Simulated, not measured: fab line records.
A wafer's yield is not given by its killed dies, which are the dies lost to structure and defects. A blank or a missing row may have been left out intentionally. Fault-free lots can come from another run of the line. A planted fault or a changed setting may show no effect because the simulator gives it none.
Which of the tools did it?	flow gf180mcu	14 lots, 40 wafers sampled, at 2 steps of a route of 602

== WHAT THE GAUGES SHOWED, per wafer ==
GF_M2_OVL_MEAS_15.
lot	measured	on	M2_OVL (nm)
L270	day 19 10:12	overlay-01	-8 -4 -6
L271	day 19 16:00	overlay-01	-1 -2 0
L272	day 20 04:36	overlay-01	-1 -1 1
L273	day 20 09:16	overlay-02	-15 -10 -12
L274	day 20 23:24	overlay-02	-10 -9 -3
L276	day 21 15:03	overlay-01	-2 -6 2
L277	day 21 20:46	overlay-01	-1 1 -1
L278	day 22 04:26	overlay-01	-2 7 6
L279	day 22 23:22	overlay-02	-7 3 -1
L280	day 23 10:30	overlay-01	-8 -5 -4
L286	day 25 13:05	overlay-02	-1 -1
L291	day 26 16:44	overlay-02	0 5
L292	day 26 22:34	overlay-02	4 1 5
L293	day 27 10:50	overlay-02	4 -1 2

GF_V2_THK_MEAS_01.
lot	measured	on	V2_CVD_00_THK (nm)
L270	day 19 10:59	film_metro-01	601 598 592
L271	day 19 16:46	film_metro-02	597 605 599
L272	day 20 05:25	film_metro-04	585 598 597
L273	day 20 10:02	film_metro-01	601 598 588
L274	day 21 00:10	film_metro-02	594 608 599
L276	day 21 15:50	film_metro-04	603 609 598
L277	day 21 21:32	film_metro-04	600 593 603
L278	day 22 05:13	film_metro-02	590 596 597
L279	day 23 00:19	film_metro-01	600 610 601
L280	day 23 11:18	film_metro-01	595 588 591
L286	day 25 13:52	film_metro-02	606 593
L291	day 26 17:52	film_metro-04	599 595
L292	day 26 23:25	film_metro-01	599 603 594
L293	day 27 11:39	film_metro-01	587 586 585

== WHAT TOOL EACH LOT RAN ON (gives the tool, then ch and the chambers of the sampled wafers, and finally the start) ==
No process step before these readings appears in the record.

== WHAT THE TOOLS THEMSELVES READ (means of the sampled wafers that have a number; where no wafer has one, the mark that the record gives instead) ==
The record holds no such reading with a usual standard deviation.

== THE ANSWER, worked out from the rows above alone ==
Rule: the lots themselves supply what counts as usual. Put in order of their means at a reading, lots are off if they are a third of the lots or fewer, leave a main group of 4 or more, and stand apart from it by a gap of 3 or more times the standard deviation of the main group's means; of several such gaps the widest counts. Not used: any main group whose means are identical at the precision the tables above print for the reading. Also off: a lot with no number at a reading for which 4 or more lots have one. Any other lot the step has rows for is counted as sound. Order of review: gauges by route order, followed by the tools' own readings, for which a lot's mean as printed above is used. The first step at which some lot is off is used, and at that step the reading that is off furthest; a lot without a number counts as furthest.
No lot is off at any reading shown: from this, nothing can be told.

== WHAT THE SIMULATOR HAD INSERTED ==
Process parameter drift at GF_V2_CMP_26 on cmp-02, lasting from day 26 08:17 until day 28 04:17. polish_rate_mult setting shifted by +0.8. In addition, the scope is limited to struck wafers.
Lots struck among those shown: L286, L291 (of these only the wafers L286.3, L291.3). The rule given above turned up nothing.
